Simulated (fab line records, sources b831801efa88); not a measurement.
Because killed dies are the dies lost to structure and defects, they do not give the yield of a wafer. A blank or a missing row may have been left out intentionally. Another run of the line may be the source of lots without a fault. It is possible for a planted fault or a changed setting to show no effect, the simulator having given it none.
Which tool is to blame? ; flow sky130 ; 11 lots with 33 wafers sampled at 3 steps, on a route of 708 steps

## WHAT THE GAUGES SHOWED, per wafer
SKY_VT_ADJUST_LVTN_TW_MEAS_10.
lot;measured;on;VT_ADJUST_LVTN_TW
L771;day 6 18:49;film-metro-03;244.5 244.9 245.6
L773;day 7 10:37;film-metro-03;247.4 246.5 247.3
L774;day 7 16:21;film-metro-03;247.2 247.5 247.8
L775;day 7 22:19;film-metro-01;243.4 244.9 243.6
L780;day 9 07:06;film-metro-01;243.3 244.8 243.9
L781;day 9 15:16;film-metro-03;245.4 245.7 246.6
L784;day 10 09:23;film-metro-03;247.5 247.8 247.6
L789;day 11 22:17;film-metro-03;302.6 302.8 302.3
L792;day 12 17:38;film-metro-03;301.0 302.0 301.2
L793;day 13 20:51;film-metro-03;244.4 245.5 245.5
L794;day 13 20:40;film-metro-02;241.7 240.4 242.4

## WHAT TOOL EACH LOT RAN ON (gives the tool, then ch and the chambers of the sampled wafers, and finally the start)
lot;SKY_FIELD_ISO_ETCH_15;SKY_VT_ADJUST_LVTN_IMPLANT_08
L771;rie-diel-02 ch 0,2,3, day 2 04:03;implanter-03 ch 0, day 6 18:35
L773;rie-diel-02 ch 0,1,2, day 2 15:39;implanter-02 ch 0, day 7 10:22
L774;rie-diel-02 ch 0,1,3, day 2 23:11;implanter-01 ch 0, day 7 16:08
L775;rie-diel-02 ch 1,3, day 3 02:06;implanter-02 ch 0, day 7 22:06
L780;rie-diel-01 ch 0,2,3, day 4 04:32;implanter-03 ch 0, day 9 06:51
L781;rie-diel-01 ch 2,3, day 4 09:33;implanter-02 ch 0, day 9 15:01
L784;rie-diel-01 ch 0,3, day 5 02:30;implanter-01 ch 0, day 10 09:08
L789;rie-diel-01 ch 0,2,3, day 6 01:59;implanter-02 ch 0, day 11 21:44
L792;rie-diel-01 ch 1,2,3, day 6 19:02;implanter-02 ch 0, day 12 17:04
L793;rie-diel-03 ch 0,3, day 7 16:35;implanter-02 ch 0, day 13 20:36
L794;rie-diel-01 ch 0,1,2, day 7 16:53;implanter-01 ch 0, day 13 20:25
- SKY_FIELD_ISO_ETCH_15: etches the open film in CHF3/O2, stops on Si, target depth 180 nm, time 72 s.
- SKY_VT_ADJUST_LVTN_IMPLANT_08

## THE ANSWER, worked out from the rows above alone
Rule: the lots themselves supply what counts as usual. The widest of any qualifying gaps counts: lots, ordered by their means at a reading, are off when they make up no more than a third of the lots, leave a main group of 4 or more, and stand apart from it by 3 or more times the standard deviation of that group's means. The tables above print the reading to a certain number of digits; a main group whose means all agree to those digits is not used. A lot without any number at a reading at which 4 lots or more have one is off too. The other lots that the step has rows for count as sound.
Off: L789, L792, seen at SKY_VT_ADJUST_LVTN_TW_MEAS_10 (VT_ADJUST_LVTN_TW). For the main group the mean is 245.3 and the standard deviation 1.9.
A tool fits if, at a process step before that reading, it ran every lot that is off, and no sound lot after the first of them. Those tools and the gauges at SKY_VT_ADJUST_LVTN_TW_MEAS_10 are tried in the same way. None of those tried fits.

## WHAT HAD BEEN PUT IN BY THE SIMULATOR
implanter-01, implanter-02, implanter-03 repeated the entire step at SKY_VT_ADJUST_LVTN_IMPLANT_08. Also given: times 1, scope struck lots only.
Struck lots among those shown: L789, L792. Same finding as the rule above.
